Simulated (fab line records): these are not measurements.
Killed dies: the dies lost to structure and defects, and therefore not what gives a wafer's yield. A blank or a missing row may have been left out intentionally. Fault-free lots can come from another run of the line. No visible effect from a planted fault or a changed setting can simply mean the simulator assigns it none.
What tool caused it? | flow sky130 | route of 708 steps, sampled at 1 step: 10 lots, 30 wafers

WHAT THE GAUGES READ, wafer by wafer
SKY_METAL2_RS_MEAS_05: measures by four-point-probe.
lot  | measured     | on            | METAL2_ALCU_RS (ohm/sq)
L597 | day 33 20:01 | film-metro-04 | 0.1250 0.1266 0.1270
L598 | day 34 08:31 | film-metro-04 | 0.1294 0.1273 0.1291
L600 | day 34 21:35 | film-metro-04 | 0.1252 0.1242 0.1251
L602 | day 35 20:00 | film-metro-04 | 0.1256 0.1273 0.1266
L606 | day 36 18:46 | film-metro-03 | 0.1260 0.1265 0.1278
L612 | day 38 16:09 | film-metro-04 | 0.1267 0.1274 0.1267
L614 | day 39 15:35 | film-metro-03 | 0.1261 0.1280 0.1269
L615 | day 40 00:40 | film-metro-04 | 0.1254 0.1273 0.1268
L616 | day 40 02:56 | film-metro-01 | 0.1263 0.1254 0.1260
L619 | day 40 11:15 | film-metro-01 | 0.1268 0.1261 0.1273

EACH LOT AND THE TOOL THAT RAN IT (in order: tool; ch and the chambers of the sampled wafers; start)
Record: no process step prior to these readings.

THE ANSWER, worked out from the rows above alone
Rule: the lots themselves supply what counts as usual. The widest of any qualifying gaps counts: lots, ordered by their means at a reading, are off when they make up no more than a third of the lots, leave a main group of 4 or more, and stand apart from it by 3 or more times the standard deviation of that group's means. If all means in a main group match to the digits the tables above print for the reading, that group is not used. Also off: a lot with no number at a reading for which 4 or more lots have one. All remaining lots with rows at the step are treated as sound.
No lot is off at any reading shown: from this, nothing can be told.

WHAT THE SIMULATOR PUT IN
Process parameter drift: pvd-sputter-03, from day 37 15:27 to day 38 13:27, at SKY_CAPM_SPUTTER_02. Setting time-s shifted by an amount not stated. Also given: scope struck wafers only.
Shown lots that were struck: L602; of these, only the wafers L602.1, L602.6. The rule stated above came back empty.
